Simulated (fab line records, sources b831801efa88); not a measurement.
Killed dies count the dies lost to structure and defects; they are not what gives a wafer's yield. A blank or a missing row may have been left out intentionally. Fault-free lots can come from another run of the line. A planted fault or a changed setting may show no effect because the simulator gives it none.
Chamber matching || flow gf180mcu || 3 sister chambers for GF_CONTACT_CVD_02 on pecvd-04
The step deposits SiO2 from TEOS, target thk 860 nm, time 95.992 s. 6 wafers are shown with their chamber, then 6 later ones without.

EACH WAFER AND ITS CHAMBER
{"wafer": "L379.1", "chamber": 1, "heater-power-w (W)": 643}
{"wafer": "L379.2", "chamber": 0, "heater-power-w (W)": 535}
{"wafer": "L380.2", "chamber": 0, "heater-power-w (W)": 522}
{"wafer": "L380.6", "chamber": 1, "heater-power-w (W)": 518}
{"wafer": "L381.3", "chamber": 2, "heater-power-w (W)": 583}
{"wafer": "L381.5", "chamber": 2, "heater-power-w (W)": 615}

WAFERS WITHOUT THEIR CHAMBER
{"wafer": "L392.1", "heater-power-w (W)": 568}
{"wafer": "L392.3", "heater-power-w (W)": 605}
{"wafer": "L392.6", "heater-power-w (W)": 645}
{"wafer": "L398.1", "heater-power-w (W)": 512}
{"wafer": "L398.2", "heater-power-w (W)": 542}
{"wafer": "L398.5", "heater-power-w (W)": 534}

WHICH CHAMBER EACH ONE RAN IN
{"wafer": "L392.1", "from the rows above": "can't be placed: 1 or 2 or 0", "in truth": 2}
{"wafer": "L392.3", "from the rows above": "can't be placed: 2 or 1 or 0", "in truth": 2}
{"wafer": "L392.6", "from the rows above": "can't be placed: 2 or 1 or 0", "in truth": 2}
{"wafer": "L398.1", "from the rows above": "can't be placed: 0 or 1 or 2", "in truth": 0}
{"wafer": "L398.2", "from the rows above": "can't be placed: 0 or 1 or 2", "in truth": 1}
{"wafer": "L398.5", "from the rows above": "can't be placed: 0 or 1 or 2", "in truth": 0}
Correct placement for 0 of the 6. These rows do not allow placing 6 (true chamber among the candidates in 6). Placed wrongly: 0.
How it was worked out, from the rows above alone: a wafer's distance from a chamber is the root of the sum, over the readings, of the square of ((its reading less the chamber's mean) divided by the reading's scatter). If the next closest chamber is less than 2 further off than the closest, the wafer can't be placed; otherwise it belongs to the closest. For every chamber, the mean is computed from those of its wafers that are shown. The scatter is the square root of a quotient: the sum, over the shown wafers, of each reading's squared deviation from its chamber's mean, divided by wafers minus chambers.
